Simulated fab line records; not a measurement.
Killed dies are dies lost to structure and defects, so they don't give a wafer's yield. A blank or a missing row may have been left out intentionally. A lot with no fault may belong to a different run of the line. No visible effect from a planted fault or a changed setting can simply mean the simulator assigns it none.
Lot-split experiment || flow sky130 || 5 lots, 27 wafers read, on a route of 708 steps

== SPLIT DETAILS ==
At SKY_LI_CONTACT_SPUTTER_19 (material Ti, target thk 20 nm, time 106.37 s), the setting timeS was moved away from the recipe's 106.37 s on 12 of the 27 wafers read, by +20.3% to +32.4%. The other wafers ran this setting at the recipe's value.

The split's own step is where the reading is taken.

== THE READING ==
Ti_of_LI_CONTACT_SPUTTER_19.thkNm (the simulator's own value, which no gauge read), in nm, at SKY_LI_CONTACT_SPUTTER_19 (material Ti, target thk 20 nm, time 106.37 s). There is no usual value for it anywhere in the file. Across the 15 wafers here that went through the recipe, the average is 20.11 nm and the standard deviation 0.1 nm.

{"wafer": "L077.1", "tool, chamber at the split": "pvdSputter-03, -", "timeS as run, s": 140, "against the recipe": "+31.6%", "Ti_of_LI_CONTACT_SPUTTER_19.thkNm, nm": 26.36, "against lot-mates on the recipe": "+6.19"}
{"wafer": "L077.2", "tool, chamber at the split": "pvdSputter-03, -", "timeS as run, s": 140, "against the recipe": "+31.6%", "Ti_of_LI_CONTACT_SPUTTER_19.thkNm, nm": 26.32, "against lot-mates on the recipe": "+6.15"}
{"wafer": "L077.3", "tool, chamber at the split": "pvdSputter-03, -", "timeS as run, s": 106.37, "against the recipe": "recipe", "Ti_of_LI_CONTACT_SPUTTER_19.thkNm, nm": 20.12, "against lot-mates on the recipe": "-"}
{"wafer": "L077.4", "tool, chamber at the split": "pvdSputter-03, -", "timeS as run, s": 140, "against the recipe": "+31.6%", "Ti_of_LI_CONTACT_SPUTTER_19.thkNm, nm": 26.33, "against lot-mates on the recipe": "+6.16"}
{"wafer": "L077.5", "tool, chamber at the split": "pvdSputter-03, -", "timeS as run, s": 106.37, "against the recipe": "recipe", "Ti_of_LI_CONTACT_SPUTTER_19.thkNm, nm": 20.26, "against lot-mates on the recipe": "-"}
{"wafer": "L077.6", "tool, chamber at the split": "pvdSputter-03, -", "timeS as run, s": 106.37, "against the recipe": "recipe", "Ti_of_LI_CONTACT_SPUTTER_19.thkNm, nm": 20.13, "against lot-mates on the recipe": "-"}
{"wafer": "L080.1", "tool, chamber at the split": "pvdSputter-02, -", "timeS as run, s": 140.8, "against the recipe": "+32.4%", "Ti_of_LI_CONTACT_SPUTTER_19.thkNm, nm": 26.57, "against lot-mates on the recipe": "+6.52"}
{"wafer": "L080.2", "tool, chamber at the split": "pvdSputter-02, -", "timeS as run, s": 140.8, "against the recipe": "+32.4%", "Ti_of_LI_CONTACT_SPUTTER_19.thkNm, nm": 26.23, "against lot-mates on the recipe": "+6.18"}
{"wafer": "L080.3", "tool, chamber at the split": "pvdSputter-02, -", "timeS as run, s": 106.37, "against the recipe": "recipe", "Ti_of_LI_CONTACT_SPUTTER_19.thkNm, nm": 20.02, "against lot-mates on the recipe": "-"}
{"wafer": "L080.4", "tool, chamber at the split": "pvdSputter-02, -", "timeS as run, s": 140.8, "against the recipe": "+32.4%", "Ti_of_LI_CONTACT_SPUTTER_19.thkNm, nm": 26.43, "against lot-mates on the recipe": "+6.38"}
{"wafer": "L080.5", "tool, chamber at the split": "pvdSputter-02, -", "timeS as run, s": 106.37, "against the recipe": "recipe", "Ti_of_LI_CONTACT_SPUTTER_19.thkNm, nm": 20.16, "against lot-mates on the recipe": "-"}
{"wafer": "L080.6", "tool, chamber at the split": "pvdSputter-02, -", "timeS as run, s": 106.37, "against the recipe": "recipe", "Ti_of_LI_CONTACT_SPUTTER_19.thkNm, nm": 19.98, "against lot-mates on the recipe": "-"}
{"wafer": "L082.1", "tool, chamber at the split": "pvdSputter-02, -", "timeS as run, s": 106.37, "against the recipe": "recipe", "Ti_of_LI_CONTACT_SPUTTER_19.thkNm, nm": 19.94, "against lot-mates on the recipe": "-"}
{"wafer": "L082.2", "tool, chamber at the split": "pvdSputter-02, -", "timeS as run, s": 106.37, "against the recipe": "recipe", "Ti_of_LI_CONTACT_SPUTTER_19.thkNm, nm": 20.04, "against lot-mates on the recipe": "-"}
{"wafer": "L082.3", "tool, chamber at the split": "pvdSputter-02, -", "timeS as run, s": 128, "against the recipe": "+20.3%", "Ti_of_LI_CONTACT_SPUTTER_19.thkNm, nm": 23.99, "against lot-mates on the recipe": "+3.94"}
{"wafer": "L082.4", "tool, chamber at the split": "pvdSputter-02, -", "timeS as run, s": 128, "against the recipe": "+20.3%", "Ti_of_LI_CONTACT_SPUTTER_19.thkNm, nm": 23.85, "against lot-mates on the recipe": "+3.80"}
{"wafer": "L082.5", "tool, chamber at the split": "pvdSputter-02, -", "timeS as run, s": 128, "against the recipe": "+20.3%", "Ti_of_LI_CONTACT_SPUTTER_19.thkNm, nm": 24.19, "against lot-mates on the recipe": "+4.14"}
{"wafer": "L082.6", "tool, chamber at the split": "pvdSputter-02, -", "timeS as run, s": 106.37, "against the recipe": "recipe", "Ti_of_LI_CONTACT_SPUTTER_19.thkNm, nm": 20.17, "against lot-mates on the recipe": "-"}
{"wafer": "L084.1", "tool, chamber at the split": "pvdSputter-03, -", "timeS as run, s": 106.37, "against the recipe": "recipe", "Ti_of_LI_CONTACT_SPUTTER_19.thkNm, nm": 20.03, "against lot-mates on the recipe": "-"}
{"wafer": "L084.2", "tool, chamber at the split": "pvdSputter-03, -", "timeS as run, s": 106.37, "against the recipe": "recipe", "Ti_of_LI_CONTACT_SPUTTER_19.thkNm, nm": 20.12, "against lot-mates on the recipe": "-"}
{"wafer": "L084.4", "tool, chamber at the split": "pvdSputter-03, -", "timeS as run, s": 106.37, "against the recipe": "recipe", "Ti_of_LI_CONTACT_SPUTTER_19.thkNm, nm": 20.2, "against lot-mates on the recipe": "-"}
{"wafer": "L085.1", "tool, chamber at the split": "pvdSputter-03, -", "timeS as run, s": 140.1, "against the recipe": "+31.7%", "Ti_of_LI_CONTACT_SPUTTER_19.thkNm, nm": 26.19, "against lot-mates on the recipe": "+6.05"}
{"wafer": "L085.2", "tool, chamber at the split": "pvdSputter-03, -", "timeS as run, s": 140.1, "against the recipe": "+31.7%", "Ti_of_LI_CONTACT_SPUTTER_19.thkNm, nm": 26.32, "against lot-mates on the recipe": "+6.18"}
{"wafer": "L085.3", "tool, chamber at the split": "pvdSputter-03, -", "timeS as run, s": 140.1, "against the recipe": "+31.7%", "Ti_of_LI_CONTACT_SPUTTER_19.thkNm, nm": 26.43, "against lot-mates on the recipe": "+6.29"}
{"wafer": "L085.4", "tool, chamber at the split": "pvdSputter-03, -", "timeS as run, s": 106.37, "against the recipe": "recipe", "Ti_of_LI_CONTACT_SPUTTER_19.thkNm, nm": 20.33, "against lot-mates on the recipe": "-"}
{"wafer": "L085.5", "tool, chamber at the split": "pvdSputter-03, -", "timeS as run, s": 106.37, "against the recipe": "recipe", "Ti_of_LI_CONTACT_SPUTTER_19.thkNm, nm": 20.07, "against lot-mates on the recipe": "-"}
{"wafer": "L085.6", "tool, chamber at the split": "pvdSputter-03, -", "timeS as run, s": 106.37, "against the recipe": "recipe", "Ti_of_LI_CONTACT_SPUTTER_19.thkNm, nm": 20.01, "against lot-mates on the recipe": "-"}

THE FIT
A straight line over all 27 wafers: Ti_of_LI_CONTACT_SPUTTER_19.thkNm changes by +0.196 nm for each +1% of timeS; r = +1.00; the points scatter about the line by 0.12 nm.
The same after taking each lot's own level away (the mean of its wafers on the recipe; 27 wafers): +0.195 nm for each +1%; r = +1.00; scatter 0.11 nm.
On that fit, the largest move of timeS shifts the reading by 6.3 nm.
Across the lots, their own levels run from 20.050 to 20.170 nm, a range of 1.2 times the standard deviation given above.
So the lot-to-lot level changes the slope little: the two slopes agree.
Check: +6.3 nm against its lot-mates is what the line predicts for one of the wafers moved furthest among these (+32.4%) when that wafer is left out of the fit. Against them it came out at +6.52 nm.

== THE OTHER SPLITS THESE WAFERS WENT THROUGH ==
Before the reading, these wafers also passed through other splits. Each is held against what the fit with the lots' levels taken away leaves over:
{"other split on the same wafers": "SKY_FIELD_ISO_CVD_03 timeS", "wafers away from the commonest value": 18, "r with Ti_of_LI_CONTACT_SPUTTER_19.thkNm (lot level and that fit taken away)": -0.04}
{"other split on the same wafers": "SKY_SONOS_ONO_CVD_02 timeS", "wafers away from the commonest value": 18, "r with Ti_of_LI_CONTACT_SPUTTER_19.thkNm (lot level and that fit taken away)": -0.04}
{"other split on the same wafers": "SKY_POLY_GATE_DEVELOP_12 developTimeS", "wafers away from the commonest value": 9, "r with Ti_of_LI_CONTACT_SPUTTER_19.thkNm (lot level and that fit taken away)": "+0.26"}

== FILE'S OWN FIT ==
Ti_of_LI_CONTACT_SPUTTER_19.thkNm changes by +0.195 nm for each +1% of timeS, r = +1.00.
